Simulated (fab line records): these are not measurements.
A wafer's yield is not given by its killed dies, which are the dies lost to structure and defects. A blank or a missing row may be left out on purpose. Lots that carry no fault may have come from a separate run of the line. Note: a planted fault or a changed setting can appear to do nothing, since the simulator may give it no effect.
The same fault as seen by 2 desks :: flow gf180mcu :: only its own numbers are on each desk; what lay behind them is given at the end

## METROLOGY DESK
Means of the sampled wafers that have a number, per lot and without regard to the tool the lot ran on: this is what the gauges read. Marked OUT: a lot whose mean sits more than 4 standard deviations from the usual mean, which makes it out of limits; the brackets give that distance.
Columns: A = SALICIDE_TIN_RS at GF_SALICIDE_RS_MEAS_04, usual 16.3 ohm/sq; B = CONTACT_BOW at GF_CONTACT_BOW_MEAS_05, usual 68 um
lot: L561
first seen here: day 14 22:43
A: 16.0
B: 73

lot: L562
first seen here: day 15 13:56
A: 16.2
B: 62

lot: L563
first seen here: day 15 17:31
A: 15.9
B: 72

lot: L565
first seen here: day 16 17:03
A: 16.7
B: 68

lot: L566
first seen here: day 17 03:48
A: 16.5
B: 66

lot: L567
first seen here: day 17 08:57
A: 16.6
B: 70

lot: L568
first seen here: day 17 13:14
A: 15.9
B: 70

lot: L569
first seen here: day 18 03:27
A: 16.2
B: 67

lot: L570
first seen here: day 18 03:55
A: 16.5
B: 64

lot: L573
first seen here: day 19 09:22
A: 15.8
B: 63

lot: L576
first seen here: day 20 10:38
A: 16.4
B: 71

lot: L577
first seen here: day 20 15:41
A: 16.4
B: 68

lot: L583
first seen here: day 23 02:55
A: 16.7
B: 69

lot: L584
first seen here: day 23 15:53
A: 16.1
B: 65
This desk's finding: nothing out of limits on any of the 14 lots.

## THE TOOL OWNER'S DESK: rie diel-03
The tool's own readings at GF_CONTACT_ETCH_17 (etches SiO2 in C4F8/O2/Ar, stops on CoSi2, target depth 860 nm): means of the sampled wafers that have a number, for each lot that ran on this tool. Marked OUT: a lot whose mean sits more than 4 standard deviations from the usual mean, which makes it out of limits; the brackets give that distance.
Columns: A = bias w at GF_CONTACT_ETCH_17, usual 1200 W; B = oes product au at GF_CONTACT_ETCH_17, usual 0.816 a.u.
lot: L562
first seen here: day 16 13:00
A: 1200
B: 0.817

lot: L563
first seen here: day 16 16:00
A: 1202
B: 0.813

lot: L565
first seen here: day 17 16:00
A: 1200
B: 0.822

lot: L567
first seen here: day 18 09:00
A: 1195
B: 0.818

lot: L570
first seen here: day 19 05:00
A: 1199
B: 0.816

lot: L576
first seen here: day 21 11:00
A: 1117 (-22) OUT
B: 0.820

lot: L577
first seen here: day 21 16:00
A: 1115 (-22) OUT
B: 0.810

lot: L583
first seen here: day 24 02:00
A: 1202
B: 0.814

lot: L584
first seen here: day 24 15:00
A: 1200
B: 0.812
Finding of this desk: L576, L577 out of limits; the first was L576 at day 21 11:00, on bias w at GF_CONTACT_ETCH_17. L562, L563, L565, L567, L570, L583, L584 stayed within limits.

## TAKEN TOGETHER
An alarm could have come from the tool owner's desk at day 21 11:00, on L576, L577.
From the metrology desk's view, nothing was out of limits.
The metrology desk has L576, L577 on record, within its limits.
On rie diel-03, each named lot ran GF_CONTACT_ETCH_17.

## WHAT WAS PUT IN BY THE SIMULATOR
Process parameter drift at GF_CONTACT_ETCH_17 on rie diel-03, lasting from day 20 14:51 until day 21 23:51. From 1200, the setting bias w moved by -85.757. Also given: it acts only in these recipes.
Struck lots among those shown: L576, L577.
Hours from the fault's start to each desk's first reading out of limits: the tool owner's desk, 20.
